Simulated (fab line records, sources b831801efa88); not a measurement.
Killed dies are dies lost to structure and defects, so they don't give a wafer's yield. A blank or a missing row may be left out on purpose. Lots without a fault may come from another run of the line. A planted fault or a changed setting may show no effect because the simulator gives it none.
Problem report in the 8D (eight disciplines) form, filled by code | flow sky130 | the parts of the form that need people (team, actions taken, sign-off) are left out

1. THE PROBLEM
rf_fwd_power_W at SKY_CAPM_CVD_00 reads a mean of 512.6 W on 6 wafers of 2 lots; wafers without a fault read 440.7 W with a standard deviation of 2.1. That is +34 standard deviations from the usual mean.
The step: deposits SiO2, target thk 15.5 nm.
First seen on wafer L618.3, day 41 10:27, on pecvd-01. The record holds 18 wafers of 6 lots with a number at this step. Rule for "out", or "out of limits": more than 4 standard deviations from the usual mean. The other wafers with a number count as sound.

2. WHAT IT IS AND WHAT IT IS NOT
question                    | is                     | is not
which readings at this step | rf_fwd_power_W         | -
which lots                  | L618, L619             | L602, L605, L621, L623
which wafers of those lots  | all that have a number | -
read on which tools         | pecvd-01               | pecvd-03, pecvd-04
when                        | from day 41 10:27      | up to then (6 sound wafers); but 6 sound wafers of L621, L623 came after

3. SUSPECTS, AND WHAT RULES EACH OUT
Counting: a tool at a process step up to the reading stays a suspect if it ran every lot that is out and no sound lot after the first of them.
- cmp-02 at SKY_VIA2_CMP_24 (polishes, stops on SiO2, t overpolish 20 s, target thk 0 nm): kept. It ran every lot that is out, first L618 (day 41 10:02), and no sound lot after that; its last sound lot up to then is L602 (day 36 07:26).
- pecvd-01 at SKY_CAPM_CVD_00 (deposits SiO2, target thk 15.5 nm): kept. It ran every lot that is out, first L618 (day 41 10:27), and no sound lot after that; its last sound lot up to then is L602 (day 36 07:51). Its own readings are out on those wafers: rf_fwd_power_W.
Left after counting: cmp-02 at SKY_VIA2_CMP_24, pecvd-01 at SKY_CAPM_CVD_00.

4. THE CAUSE (what the simulator had put in)
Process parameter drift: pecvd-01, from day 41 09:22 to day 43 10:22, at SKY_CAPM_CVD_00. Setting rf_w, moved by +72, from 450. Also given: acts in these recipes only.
Counting left 2 suspects, and this tool is among them.

5. THE CHAIN OF EFFECTS, in route order
Each row: a reading whose mean over the struck wafers that have a number lies more than 3 standard deviations from the usual. Only readings for which the record gives a usual standard deviation are gone through. hours: the time from each lot's start at the first step in this table that gives one to its start at this step, as a median over the lots. sigmas: the change in usual standard deviations.
hours | step            | reading        | usual   | on struck wafers | change | sigmas
0     | SKY_CAPM_CVD_00 | rf_fwd_power_W | 440.7 W | 512.6            | +71.9  | +34
The process steps in it:
- SKY_CAPM_CVD_00: deposits SiO2, target thk 15.5 nm.
Later measuring or inspecting steps at which every struck wafer that the step has a row for has a number for every such reading, and none has moved that far: SKY_CAPM_THK_MEAS_01, SKY_CAPM_RS_MEAS_03, SKY_CAPM_THK_MEAS_04, SKY_CAPM_OVL_MEAS_12, SKY_METAL3_CD_MEAS_13, SKY_METAL3_OVL_MEAS_14.

6. WHAT WOULD HAVE CAUGHT IT SOONER
In this record the first reading out of limits was taken at day 41 10:27, 1 hour after the fault began at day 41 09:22.
